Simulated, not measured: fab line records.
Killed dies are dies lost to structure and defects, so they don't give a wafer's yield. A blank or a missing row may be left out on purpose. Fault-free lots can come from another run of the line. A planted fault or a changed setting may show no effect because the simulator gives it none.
Matching of chambers | flow sky130 | 4 sister chambers for SKY_FIELD_ISO_CMP_27 on cmp-01
The step polishes, stops on Si3N4, t overpolish 16 s, target thk 457.8 nm. 8 wafers are shown with their chamber, then 9 later ones without.

== EACH WAFER AND ITS CHAMBER ==
wafer  | chamber | time to endpoint s (s) | motor current A (A)
L081.2 | 2       | 110                    | 11.1
L081.3 | 1       | 119                    | 11.9
L081.5 | 3       | 108                    | 11.6
L083.5 | 0       | 109                    | 11.2
L083.6 | 1       | 117                    | 11.5
L085.1 | 2       | 111                    | 11.0
L085.5 | 0       | 110                    | 10.2
L085.6 | 3       | 104                    | 11.2

== WAFERS WHOSE CHAMBER IS MISSING ==
wafer  | time to endpoint s (s) | motor current A (A)
L088.1 | 108                    | 11.0
L088.2 | 115                    | 11.4
L088.3 | 105                    | 12.1
L092.2 | 113                    | 11.8
L092.3 | 102                    | 11.4
L092.4 | 108                    | 11.5
L094.2 | 106                    | 10.3
L094.3 | 105                    | 11.1
L094.5 | 106                    | 10.6

== WHICH CHAMBER EACH WENT THROUGH ==
wafer  | from the rows above               | in truth
L088.1 | can't be placed: 0 or 2 or 3      | 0
L088.2 | can't be placed: 1 or 2 or 0      | 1
L088.3 | 3                                 | 3
L092.2 | can't be placed: 2 or 1 or 0 or 3 | 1
L092.3 | 3                                 | 3
L092.4 | can't be placed: 3 or 2 or 0      | 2
L094.2 | can't be placed: 0 or 3 or 2      | 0
L094.3 | can't be placed: 3 or 0           | 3
L094.5 | can't be placed: 3 or 0 or 2      | 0
2 of 9 placed correctly. Can't be placed from these rows: 7 (the true chamber is among the candidates in 7). 0 placed wrongly.
How it was worked out, from the rows above alone: a wafer's distance from a chamber is the root of the sum, over the readings, of the square of ((its reading less the chamber's mean) divided by the reading's scatter). The wafer belongs to the nearest chamber; if the next one is less than 2 further off, it can't be placed. For every chamber, the mean is computed from those of its wafers that are shown. How the scatter is found: for the shown wafers, subtract from each reading the mean of its chamber, square and add these, divide the total by (wafers less chambers), then take the root.
